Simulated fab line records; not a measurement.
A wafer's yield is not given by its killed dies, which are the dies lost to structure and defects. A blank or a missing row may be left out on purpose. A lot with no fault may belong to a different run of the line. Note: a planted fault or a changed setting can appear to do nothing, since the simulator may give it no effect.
Which tool did it? | flow gf180mcu | Sampling: 13 lots, 39 wafers, 3 of 602 route steps

== WHAT THE GAUGES SHOWED, per wafer ==
GF_V5_RS_MEAS_24: measures by four-point-probe. Usual: V5_W_RS gives 0.323 ohm/sq (standard deviation 0.0064).
lot  | measured     | on            | V5_W_RS (ohm/sq)  | flag
L219 | day 27 06:40 | film-metro-02 | 0.316 0.327 0.311 |
L221 | day 27 22:02 | film-metro-02 | 0.327 0.326 0.326 |
L223 | day 28 16:58 | film-metro-02 | 0.316 0.326 0.315 |
L224 | day 28 20:37 | film-metro-02 | 0.314 0.329 0.315 |
L228 | day 29 21:45 | film-metro-01 | 0.327 0.328 0.325 |
L229 | day 30 11:49 | film-metro-01 | 0.313 0.314 0.332 |
L230 | day 31 04:43 | film-metro-02 | 0.326 0.331 0.316 |
L231 | day 31 06:17 | film-metro-01 | 0.329 0.336 0.315 |
L232 | day 31 12:02 | film-metro-04 | 0.329 0.322 0.314 |
L233 | day 31 10:10 | film-metro-02 | 0.324 0.326 0.324 |
L235 | day 32 01:11 | film-metro-04 | 0.313 0.310 0.330 |
L236 | day 32 05:34 | film-metro-04 | 0.326 0.316 0.314 |
L237 | day 32 19:04 | film-metro-02 | 0.320 0.328 0.319 |

== EACH LOT AND THE TOOL THAT RAN IT (in order: tool; ch and the chambers of the sampled wafers; start) ==
lot  | GF_VT_IMPLANT_STRIP_42               | GF_MIM_SPUTTER_08
L219 | plasma-asher-02 ch 0,1, day 7 18:17  | pvd-sputter-01, day 24 12:05
L221 | plasma-asher-04 ch 0,1, day 8 02:41  | pvd-sputter-01, day 25 05:26
L223 | plasma-asher-04 ch 0,1, day 8 16:35  | pvd-sputter-03, day 26 01:21
L224 | plasma-asher-04 ch 0,1, day 8 21:23  | pvd-sputter-03, day 26 05:26
L228 | plasma-asher-03 ch 0,1, day 10 00:32 | pvd-sputter-03, day 27 08:22
L229 | plasma-asher-03 ch 0,1, day 10 07:08 | pvd-sputter-01, day 27 23:38
L230 | plasma-asher-04 ch 1, day 10 16:30   | pvd-sputter-03, day 28 17:02
L231 | plasma-asher-02 ch 0, day 10 21:48   | pvd-sputter-03, day 28 20:16
L232 | plasma-asher-03 ch 0,1, day 11 04:32 | pvd-sputter-03, day 29 01:14
L233 | plasma-asher-04 ch 0,1, day 11 11:38 | pvd-sputter-02, day 28 22:50
L235 | plasma-asher-04 ch 0,1, day 11 23:41 | pvd-sputter-02, day 29 17:13
L236 | plasma-asher-04 ch 0,1, day 12 06:44 | pvd-sputter-02, day 29 21:17
L237 | plasma-asher-03 ch 0,1, day 12 11:53 | pvd-sputter-02, day 30 11:34
- GF_VT_IMPLANT_STRIP_42: strips in O2/N2.
- GF_MIM_SPUTTER_08: material AlCu, target thk 200 nm, time 10.6 s.

== WHAT THE TOOLS THEMSELVES READ (means of the sampled wafers that have a number; where no wafer has one, the mark that the record gives instead) ==
GF_VT_IMPLANT_STRIP_42. Usual: chamber-pressure-mTorr 1500.1 mTorr, standard deviation 1.3; drypump-motor-current-A 5.5 A, standard deviation 0.37; heater-power-w 336 W, standard deviation 30; oes-product-au 0.716 a.u., standard deviation 0.0048; strip-time-to-endpoint-s 12.62 s, standard deviation 0.042.
lot  | tool            | chamber-pressure-mTorr (mTorr) | drypump-motor-current-A (A) | heater-power-w (W) | oes-product-au (a.u.) | strip-time-to-endpoint-s (s) | flag
L219 | plasma-asher-02 | 1499.4                         | 5.9                         | 346                | 0.716                 | 12.61                        |
L221 | plasma-asher-04 | 1499.7                         | 5.4                         | 343                | 0.713                 | 12.58                        |
L223 | plasma-asher-04 | 1500.0                         | 5.6                         | 316                | 0.713                 | 12.59                        |
L224 | plasma-asher-04 | 1499.9                         | 5.6                         | 313                | 0.719                 | 12.71                        |
L228 | plasma-asher-03 | 1499.0                         | 5.2                         | 329                | 0.718                 | 12.59                        |
L229 | plasma-asher-03 | 1501.1                         | 5.1                         | 337                | 0.716                 | 12.54                        |
L230 | plasma-asher-04 | 1501.1                         | 5.8                         | 291                | 0.714                 | 12.56                        |
L231 | plasma-asher-02 | 1499.4                         | 6.1                         | 350                | 0.718                 | 12.66                        |
L232 | plasma-asher-03 | 1500.8                         | 5.2                         | 331                | 0.717                 | 12.63                        |
L233 | plasma-asher-04 | 1499.5                         | 5.6                         | 318                | 0.714                 | 12.59                        |
L235 | plasma-asher-04 | 1500.1                         | 5.6                         | 324                | 0.712                 | 12.66                        |
L236 | plasma-asher-04 | 1499.5                         | 5.4                         | 348                | 0.715                 | 12.59                        |
L237 | plasma-asher-03 | 1499.5                         | 5.2                         | 327                | 0.715                 | 12.63                        |

GF_MIM_SPUTTER_08. Usual: throttle-valve-pct at 29.5 %, with a standard deviation of 0.91.
lot  | tool           | throttle-valve-pct (%) | flag
L219 | pvd-sputter-01 | 30.2                   |
L221 | pvd-sputter-01 | 29.5                   |
L223 | pvd-sputter-03 | 29.9                   |
L224 | pvd-sputter-03 | 29.7                   |
L228 | pvd-sputter-03 | 29.3                   |
L229 | pvd-sputter-01 | 29.5                   |
L230 | pvd-sputter-03 | 29.4                   |
L231 | pvd-sputter-03 | 29.7                   |
L232 | pvd-sputter-03 | 29.5                   |
L233 | pvd-sputter-02 | 29.4                   |
L235 | pvd-sputter-02 | 29.2                   |
L236 | pvd-sputter-02 | 29.6                   |
L237 | pvd-sputter-02 | 29.5                   |

== THE ANSWER, worked out from the rows above alone ==
Rule: lot off if the mean of its wafers having a number is beyond 3 standard deviations from the usual mean. A lot without any number at a reading at which 4 lots or more have one is off too. Any other lot the step has rows for is counted as sound. The gauges are gone through in route order, then the tools' own readings, and for those a lot's mean is taken as printed above. The first step at which some lot is off is used, and at that step the reading that is off furthest; a lot without a number counts as furthest.
Across all readings shown, no lot is off: no conclusion can be drawn from this.

== WHAT THE SIMULATOR HAD PUT IN ==
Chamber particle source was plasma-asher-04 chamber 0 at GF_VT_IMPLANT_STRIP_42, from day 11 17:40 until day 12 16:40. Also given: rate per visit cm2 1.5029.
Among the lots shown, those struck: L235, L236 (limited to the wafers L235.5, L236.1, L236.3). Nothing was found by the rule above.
